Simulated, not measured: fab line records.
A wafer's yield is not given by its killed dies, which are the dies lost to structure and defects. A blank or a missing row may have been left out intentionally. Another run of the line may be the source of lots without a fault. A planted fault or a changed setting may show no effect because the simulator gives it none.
What tool caused it? || flow sky130 || 18 wafers from 6 lots sampled at 2 of the route's 708 steps

## WHAT THE GAUGES SHOWED, per wafer
SKY_LDD_HVN_TW_MEAS_10.
{"lot": "L796", "measured": "day 20 05:55", "on": "film-metro-02", "LDD_HVN_TW": "1420 1418 1421"}
{"lot": "L799", "measured": "day 21 18:47", "on": "film-metro-04", "LDD_HVN_TW": "1452 1452 1453"}
{"lot": "L807", "measured": "day 24 19:41", "on": "film-metro-02", "LDD_HVN_TW": "1420 1416 1420"}
{"lot": "L811", "measured": "day 26 02:48", "on": "film-metro-03", "LDD_HVN_TW": "1445 1435 1443"}
{"lot": "L814", "measured": "day 27 07:56", "on": "film-metro-04", "LDD_HVN_TW": "1438 1449 1441"}
{"lot": "L818", "measured": "day 28 16:11", "on": "film-metro-02", "LDD_HVN_TW": "1406 1417 1409"}

## WHAT TOOL EACH LOT RAN ON (gives the tool, then ch and the chambers of the sampled wafers, and finally the start)
{"lot": "L796", "SKY_POLY_GATE_ETCH_15": "rie-diel-03 ch 0,2, day 16 08:12"}
{"lot": "L799", "SKY_POLY_GATE_ETCH_15": "rie-diel-03 ch 0,1,3, day 17 18:16"}
{"lot": "L807", "SKY_POLY_GATE_ETCH_15": "rie-diel-02 ch 1,2,3, day 20 17:22"}
{"lot": "L811", "SKY_POLY_GATE_ETCH_15": "rie-diel-03 ch 2,3, day 22 05:03"}
{"lot": "L814", "SKY_POLY_GATE_ETCH_15": "rie-diel-03 ch 0,2,3, day 23 13:06"}
{"lot": "L818", "SKY_POLY_GATE_ETCH_15": "rie-diel-03 ch 0,2,3, day 24 22:48"}
- SKY_POLY_GATE_ETCH_15: etches BARC in N2/H2, stops on SiO2, time 118.5 s, target depth 110 nm.

## THE ANSWER, worked out from the rows above alone
Rule: the usual values come from the lots themselves. The widest of any qualifying gaps counts: lots, ordered by their means at a reading, are off when they make up no more than a third of the lots, leave a main group of 4 or more, and stand apart from it by 3 or more times the standard deviation of that group's means. The tables above print the reading to a certain number of digits; a main group whose means all agree to those digits is not used. A lot without any number at a reading at which 4 lots or more have one is off too. All remaining lots with rows at the step are treated as sound.
None of the lots is off at any reading shown; this tells nothing.

## WHAT THE SIMULATOR PUT IN
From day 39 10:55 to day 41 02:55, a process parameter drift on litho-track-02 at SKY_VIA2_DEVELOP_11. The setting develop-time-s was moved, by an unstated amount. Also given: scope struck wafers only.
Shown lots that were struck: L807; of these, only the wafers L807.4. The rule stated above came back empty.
